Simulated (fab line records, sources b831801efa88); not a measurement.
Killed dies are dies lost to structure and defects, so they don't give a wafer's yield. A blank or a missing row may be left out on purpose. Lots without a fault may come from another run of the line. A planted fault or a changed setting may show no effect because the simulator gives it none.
Which tool did it? | flow sky130 | 15 lots, 45 wafers sampled, at 1 step of a route of 708

WHAT THE GAUGES READ, wafer by wafer
SKY_METAL3_OVL_MEAS_14. Usual: METAL3_OVL -3 nm, standard deviation 5.
lot  | measured     | on         | METAL3_OVL (nm) | flag
L191 | day 38 18:15 | overlay-02 | 1 -2 -3         |
L193 | day 39 07:36 | overlay-01 | -8 -7 -5        |
L194 | day 39 18:39 | overlay-01 | 1 0 -3          |
L195 | day 40 01:09 | overlay-01 | -11 -4 -10      |
L196 | day 40 03:30 | overlay-01 | -2 -8 2         |
L197 | day 40 12:52 | overlay-01 | -6 1 5          |
L205 | day 42 20:34 | overlay-02 | -4 3 -8         |
L206 | day 43 04:58 | overlay-02 | 3 5 0           |
L207 | day 43 08:37 | overlay-01 | -4 -4 -8        |
L209 | day 43 22:00 | overlay-02 | 0 -12 -11       |
L210 | day 44 03:39 | overlay-02 | -8 -5 1         |
L211 | day 44 11:04 | overlay-02 | -3 3 -1         |
L212 | day 44 16:22 | overlay-02 | 4 -4 1          |
L213 | day 44 20:55 | overlay-02 | -6 -6 -3        |
L214 | day 45 09:49 | overlay-01 | -4 6 6          |

WHICH TOOL RAN EACH LOT (tool, then ch and the chambers of the sampled wafers, then the start)
The record holds no process step before these readings.

WHAT THE TOOLS THEMSELVES READ (means of the sampled wafers that have a number; where no wafer has one, the mark that the record gives instead)
The record holds no such reading with a usual standard deviation.

THE ANSWER, worked out from the rows above alone
Rule: a lot is off if the mean of its wafers that have a number lies more than 3 standard deviations from the usual mean. A lot without any number at a reading at which 4 lots or more have one is off too. The other lots that the step has rows for count as sound. The gauges are gone through in route order, then the tools' own readings, and for those a lot's mean is taken as printed above. The first step at which some lot is off is used, and at that step the reading that is off furthest; a lot without a number counts as furthest.
No lot is off at any reading shown: from this, nothing can be told.

WHAT THE SIMULATOR HAD PUT IN
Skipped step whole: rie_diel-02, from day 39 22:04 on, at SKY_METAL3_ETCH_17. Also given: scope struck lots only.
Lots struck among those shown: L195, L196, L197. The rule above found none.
